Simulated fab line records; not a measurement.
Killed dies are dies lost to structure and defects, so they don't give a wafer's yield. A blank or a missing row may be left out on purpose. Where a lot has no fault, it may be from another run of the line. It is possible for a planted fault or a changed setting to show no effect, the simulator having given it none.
Problem report, 8D (eight disciplines) form, completed by code || flow sfq_line || the parts of the form that need people (team, actions taken, sign-off) are left out

1. WHAT IS WRONG
M4_NB_RS at SFQ_M4_RS_MEAS_924 reads a mean of 0.662 ohm/sq on 1 wafer of 1 lot; wafers without a fault read 0.895 ohm/sq with a standard deviation of 0.0088. Relative to the usual mean, that is a shift of -26 standard deviations.
The step: measures by four-point-probe.
Earliest sighting: wafer L337.6 on film_metro-04 at day 52 16:01. The record has a number at this step for 39 wafers belonging to 13 lots. Rule for "out", or "out of limits": more than 4 standard deviations from the usual mean. The rest of the wafers with a number are treated as sound.

2. WHAT THIS IS AND IS NOT
{"question": "which readings at this step", "is": "M4_NB_RS", "is not": "-"}
{"question": "which lots", "is": "L337", "is not": "L323, L326, L327, L328, L330, L332, L334, L339, L343, L344, L345, L346"}
{"question": "which wafers of those lots", "is": "L337.6", "is not": "L337.1, L337.5"}
{"question": "read on which gauges", "is": "film_metro-04", "is not": "film_metro-01, film_metro-03"}
{"question": "when", "is": "from day 52 16:01", "is not": "up to then (23 sound wafers); but 15 sound wafers of L339, L343, L344, L345, L346 came after"}

3. THE SUSPECTS, EACH WITH WHAT RULES IT OUT
Counting: any tool at a process step up to the reading remains a suspect provided it ran every lot that is out. Sound lots after the first of them don't rule it out here, since some wafers of a struck lot are sound.
- the gauge at SFQ_M4_RS_MEAS_924 has been ruled out. All the wafers that are out were read on film_metro-04, but those of them that SFQ_TRILAYER_M4_ETCH_METAL_ETCH_096 has rows for are out there too, on other tools.
- pvd_sputter-04 at SFQ_TRILAYER_M4_DEP_SPUTTER_091 (material Nb, target thk 200 nm, time 133.3 s): kept. It processed L337, the lot that is out, at day 52 15:55, and its most recent sound lot before then was L334 at day 51 17:08.
The count leaves pvd_sputter-04 at SFQ_TRILAYER_M4_DEP_SPUTTER_091.

4. THE CAUSE (what the simulator had put in)
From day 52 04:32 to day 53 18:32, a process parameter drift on pvd_sputter-04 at SFQ_TRILAYER_M4_DEP_SPUTTER_091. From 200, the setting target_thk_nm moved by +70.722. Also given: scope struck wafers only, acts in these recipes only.
Only this tool survived the counting.

5. SEQUENCE OF EFFECTS, ordered by route
Each row: a reading whose mean over the struck wafers that have a number lies more than 3 standard deviations from the usual. Only readings whose record carries a usual standard deviation are examined. hours: median over the lots of the time between each lot's start at the first step of this table that gives one and its start at this step. sigmas: the change, counted in usual standard deviations.
{"hours": 0, "step": "SFQ_M4_RS_MEAS_924", "reading": "M4_NB_RS", "usual": "0.895 ohm/sq", "on struck wafers": 0.662, "change": -0.233, "sigmas": -26}
{"hours": 136, "step": "SFQ_TRILAYER_M4_ETCH_METAL_ETCH_096", "reading": "oes_product_au", "usual": "0.891 a.u.", "on struck wafers": 1.004, "change": "+0.113", "sigmas": "+17"}
Process steps it contains:
- SFQ_TRILAYER_M4_ETCH_METAL_ETCH_096: etches Nb in Cl2/Ar, stops on SiO2, target depth 240 nm, time 120 s.

6. WHAT WOULD HAVE CAUGHT IT SOONER
The first out-of-limits reading at a measuring or inspecting step in this record came at day 52 16:01, 11 hours after the fault's start at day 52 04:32.
An alarm limit of 4 standard deviations would not have fired on the tool readings at SFQ_TRILAYER_M4_DEP_SPUTTER_091 for which the record gives a usual standard deviation, since none of them was out on any struck wafer.
Each of the lots that are out, 1 in all, had begun SFQ_TRILAYER_M4_DEP_SPUTTER_091 on pvd_sputter-04 no later than day 52 16:01. A hold on the tool at that time would have spared none of them.
